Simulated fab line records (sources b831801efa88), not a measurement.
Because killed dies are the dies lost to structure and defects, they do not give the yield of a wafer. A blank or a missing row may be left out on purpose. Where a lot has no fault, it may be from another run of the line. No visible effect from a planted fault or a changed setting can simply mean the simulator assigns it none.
What tool caused it? ; flow sky130 ; Sampling: 11 lots, 33 wafers, 5 of 708 route steps

## WHAT THE GAUGES SHOWED, per wafer
Not one reading of a measure or inspect step in the record can be checked against a usual standard deviation.

## EACH LOT AND THE TOOL THAT RAN IT (in order: tool; ch and the chambers of the sampled wafers; start)
lot;SKY_VIA3_STRIP_16;SKY_METAL4_SPUTTER_04;SKY_METAL4_ETCH_16;SKY_METAL5_SPUTTER_03;SKY_PAD_OPEN_PROBE_99
L647;plasma-asher-01 ch 0,1, day 39 04:17;pvd-sputter-01, day 39 05:38;rie-metal-01 ch 0,1, day 41 08:30;pvd-sputter-04, day 42 11:03;-
L649;plasma-asher-04 ch 0,1, day 40 04:06;pvd-sputter-01, day 40 05:28;rie-metal-03 ch 0,1, day 42 06:17;pvd-sputter-01, day 43 08:26;-
L651;plasma-asher-03 ch 0,1, day 40 21:41;pvd-sputter-02, day 40 23:03;rie-metal-01 ch 0,1, day 42 22:36;pvd-sputter-03, day 44 00:46;-
L652;plasma-asher-01 ch 0,1, day 41 01:16;pvd-sputter-02, day 41 02:40;rie-metal-03 ch 0,1, day 43 02:00;pvd-sputter-04, day 44 03:31;-
L655;plasma-asher-04 ch 0,1, day 41 22:16;pvd-sputter-03, day 41 23:38;rie-metal-04 ch 0,1, day 43 23:03;pvd-sputter-03, day 45 00:40;-
L658;plasma-asher-03 ch 0,1, day 42 20:59;pvd-sputter-02, day 42 22:21;rie-metal-04 ch 0,1, day 44 20:15;pvd-sputter-04, day 45 20:37;-
L659;plasma-asher-01 ch 0,1, day 43 07:43;pvd-sputter-02, day 43 09:13;rie-metal-04 ch 0,1, day 45 04:58;pvd-sputter-03, day 46 04:45;prober-02, day 48 17:44
L660;plasma-asher-01 ch 0,1, day 43 10:30;pvd-sputter-02, day 43 11:51;rie-metal-04 ch 0,1, day 45 09:35;pvd-sputter-03, day 46 09:01;prober-01, day 48 23:02
L662;plasma-asher-04 ch 0,1, day 44 05:32;pvd-sputter-01, day 44 06:53;rie-metal-01 ch 0,1, day 46 03:27;pvd-sputter-04, day 47 01:53;-
L669;plasma-asher-01 ch 0,1, day 45 21:21;pvd-sputter-02, day 45 22:41;rie-metal-04 ch 0,1, day 47 15:53;pvd-sputter-03, day 48 13:03;-
L670;plasma-asher-01 ch 0,1, day 46 00:01;pvd-sputter-01, day 46 01:23;rie-metal-04 ch 0,1, day 47 17:55;pvd-sputter-03, day 48 15:42;-
- SKY_VIA3_STRIP_16: strips in O2/N2.
- SKY_METAL4_SPUTTER_04: material TiN, target thk 70 nm, time 58.3 s.
- SKY_METAL4_ETCH_16: etches BARC in N2/H2, stops on SiO2, time 91.81 s, target depth 60 nm.
- SKY_METAL5_SPUTTER_03: material Ti, target thk 5 nm, time 3.19 s.
- SKY_PAD_OPEN_PROBE_99

## WHAT THE TOOLS THEMSELVES READ (means of the sampled wafers that have a number; where no wafer has one, the mark that the record gives instead)
SKY_VIA3_STRIP_16. Usual: drypump-motor-current-A 5.8 A, standard deviation 0.51; oes-product-au 0.403 a.u., standard deviation 0.0049; strip-time-to-endpoint-s 4.14 s, standard deviation 0.033.
lot;tool;drypump-motor-current-A (A);oes-product-au (a.u.);strip-time-to-endpoint-s (s);flag
L647;plasma-asher-01;5.5;0.402;4.11;
L649;plasma-asher-04;6.1;0.402;4.18;
L651;plasma-asher-03;6.2;0.405;4.15;
L652;plasma-asher-01;5.5;0.404;4.13;
L655;plasma-asher-04;6.0;0.403;4.12;
L658;plasma-asher-03;6.2;0.408;4.17;
L659;plasma-asher-01;5.2;0.401;4.15;
L660;plasma-asher-01;5.2;0.402;4.12;
L662;plasma-asher-04;6.0;0.402;4.12;
L669;plasma-asher-01;5.2;0.405;4.14;
L670;plasma-asher-01;5.2;0.405;4.15;

SKY_METAL4_SPUTTER_04. Usual: cathode-dc-power-W 6499.8 W, standard deviation 1.1; chamber-pressure-pa 0.4000 Pa, standard deviation 0.00072; throttle-valve-pct 29.9 %, standard deviation 0.83.
lot;tool;cathode-dc-power-W (W);chamber-pressure-pa (Pa);throttle-valve-pct (%);flag
L647;pvd-sputter-01;6500.3;0.4002;29.9;
L649;pvd-sputter-01;6501.3;0.4001;28.8;
L651;pvd-sputter-02;6500.0;0.3999;30.2;
L652;pvd-sputter-02;6500.0;0.3997;30.5;
L655;pvd-sputter-03;6499.8;0.4001;30.3;
L658;pvd-sputter-02;6499.5;0.4000;29.9;
L659;pvd-sputter-02;6499.7;0.3998;29.1;
L660;pvd-sputter-02;6500.9;0.4008;30.1;
L662;pvd-sputter-01;6499.6;0.4001;29.1;
L669;pvd-sputter-02;6499.3;0.4007;29.7;
L670;pvd-sputter-01;6500.5;0.4000;29.0;

SKY_METAL4_ETCH_16. Usual: drypump-motor-current-A 5.6 A, standard deviation 0.35; oes-product-au 0.624 a.u., standard deviation 0.0042; throttle-valve-pct 13.205 %, standard deviation 0.0094.
lot;tool;drypump-motor-current-A (A);oes-product-au (a.u.);throttle-valve-pct (%);flag
L647;rie-metal-01;5.4;0.629;13.203;
L649;rie-metal-03;5.7;0.627;13.207;
L651;rie-metal-01;5.5;0.625;13.206;
L652;rie-metal-03;5.7;0.623;13.206;
L655;rie-metal-04;5.4;0.620;13.207;
L658;rie-metal-04;5.4;0.624;13.213;
L659;rie-metal-04;5.6;0.628;13.207;
L660;rie-metal-04;5.6;0.621;13.203;
L662;rie-metal-01;5.7;0.626;13.196;
L669;rie-metal-04;5.6;0.624;13.215;
L670;rie-metal-04;5.4;0.628;13.197;

SKY_METAL5_SPUTTER_03. Usual: cathode-dc-power-W 3000.0 W, standard deviation 0.51; chamber-pressure-pa 0.4001 Pa, standard deviation 0.0007; throttle-valve-pct 30.0 %, standard deviation 1.2.
lot;tool;cathode-dc-power-W (W);chamber-pressure-pa (Pa);throttle-valve-pct (%);flag
L647;pvd-sputter-04;2999.6;0.3999;29.9;
L649;pvd-sputter-01;2999.7;0.4004;29.4;
L651;pvd-sputter-03;2999.5;0.3998;30.7;
L652;pvd-sputter-04;3000.0;0.4002;29.1;
L655;pvd-sputter-03;3000.2;0.4006;30.9;
L658;pvd-sputter-04;-;-;-;OFF
L659;pvd-sputter-03;-;-;-;OFF
L660;pvd-sputter-03;3000.0;0.4003;30.2;
L662;pvd-sputter-04;3000.1;0.4001;31.2;
L669;pvd-sputter-03;3000.4;0.4002;29.7;
L670;pvd-sputter-03;2999.9;0.4003;30.2;

SKY_PAD_OPEN_PROBE_99. Usual: defect-limited-yield 82.9 %, standard deviation 2; killed_at_M0_to_M3 43, standard deviation 7; killed_at_M4_up 3.0, standard deviation 1.9; killed-at-contacts 24, standard deviation 4.6; killed-at-front-end 15, standard deviation 4.1; killed-at-other 0.3, standard deviation 0.52; killed-dies 84, standard deviation 9.7; killed-open 46, standard deviation 6.9; killed-short 38, standard deviation 6.8; sort_bin_3_pad_short 0.8 %, standard deviation 0.41; sort_bin_5_function 10.2 %, standard deviation 1.5; sort_bin_6_memory 6.1 %, standard deviation 1.1; sort-n-pass 408, standard deviation 9.7; sort-yield-pct 82.9 %, standard deviation 2.
lot;tool;defect-limited-yield (%);killed_at_M0_to_M3;killed_at_M4_up;killed-at-contacts;killed-at-front-end;killed-at-other;killed-dies;killed-open;killed-short;sort_bin_3_pad_short (%);sort_bin_5_function (%);sort_bin_6_memory (%);sort-n-pass;sort-yield-pct (%);flag
L659;prober-02;81.1;46;3.7;27;15;0.7;93;46;45;0.9;11.3;6.6;399;81.1;
L660;prober-01;84.8;41;3.0;16;15;0.3;75;42;31;1.2;9.1;5.0;417;84.8;

## THE ANSWER, worked out from the rows above alone
Rule: lot off if the mean of its wafers having a number is beyond 3 standard deviations from the usual mean. A lot without any number at a reading at which 4 lots or more have one is off too. All remaining lots with rows at the step are treated as sound. The gauges are gone through in route order, then the tools' own readings, and for those a lot's mean is taken as printed above. The first step at which some lot is off is used, and at that step the reading that is off furthest; a lot without a number counts as furthest.
Off: L658, L659, at SKY_METAL5_SPUTTER_03 (cathode-dc-power-W). Without a number there: L658, L659.
A tool fits if, at that step or a process step before it, it ran every lot that is off, and no sound lot after the first of them. Of those tried, none fits.

## WHAT THE SIMULATOR HAD PUT IN
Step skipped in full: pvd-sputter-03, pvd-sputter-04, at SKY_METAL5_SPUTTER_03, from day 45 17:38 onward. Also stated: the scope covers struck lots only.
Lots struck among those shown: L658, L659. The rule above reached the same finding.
